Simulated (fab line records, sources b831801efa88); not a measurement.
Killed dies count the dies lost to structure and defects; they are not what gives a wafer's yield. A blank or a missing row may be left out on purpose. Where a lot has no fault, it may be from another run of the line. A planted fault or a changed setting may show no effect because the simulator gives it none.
Matching of chambers -- flow sky130 -- rie diel-02 running SKY_PAD_OPEN_ETCH_07: 4 sister chambers
The step etches the open film in CF4/O2, stops on AlCu, target depth 725 nm, time 161.1 s. 4 wafers are shown with their chamber, then 8 later ones without.

WAFERS WITH THEIR CHAMBER
wafer,chamber,drypump motor current A (A)
L085.1,1,5.8
L088.3,2,6.4
L088.6,0,5.2
L091.1,3,5.7

WAFERS WITH NO CHAMBER GIVEN
wafer,drypump motor current A (A)
L091.2,6.4
L091.5,6.5
L092.2,6.4
L092.3,5.7
L092.6,5.7
L095.2,5.7
L095.4,5.2
L095.5,6.4

WHICH CHAMBER EACH WENT THROUGH
wafer,from the rows above,in truth
L091.2,2,2
L091.5,2,2
L092.2,2,2
L092.3,3,3
L092.6,3,3
L095.2,3,3
L095.4,0,0
L095.5,2,2
Correctly placed: 8 of 8. Not placeable from these rows: 0. Wrongly placed: 0.
How it was worked out, from the rows above alone: a wafer's distance from a chamber is the root of the sum, over the readings, of the square of ((its reading less the chamber's mean) divided by the reading's scatter). The wafer belongs to the nearest chamber; if the next one is less than 2 further off, it can't be placed. The mean given for a chamber averages the wafers shown for that chamber. The scatter (one wafer shown for each chamber): square how far every hidden wafer sits from the nearest shown wafer, average those squares and take the square root.
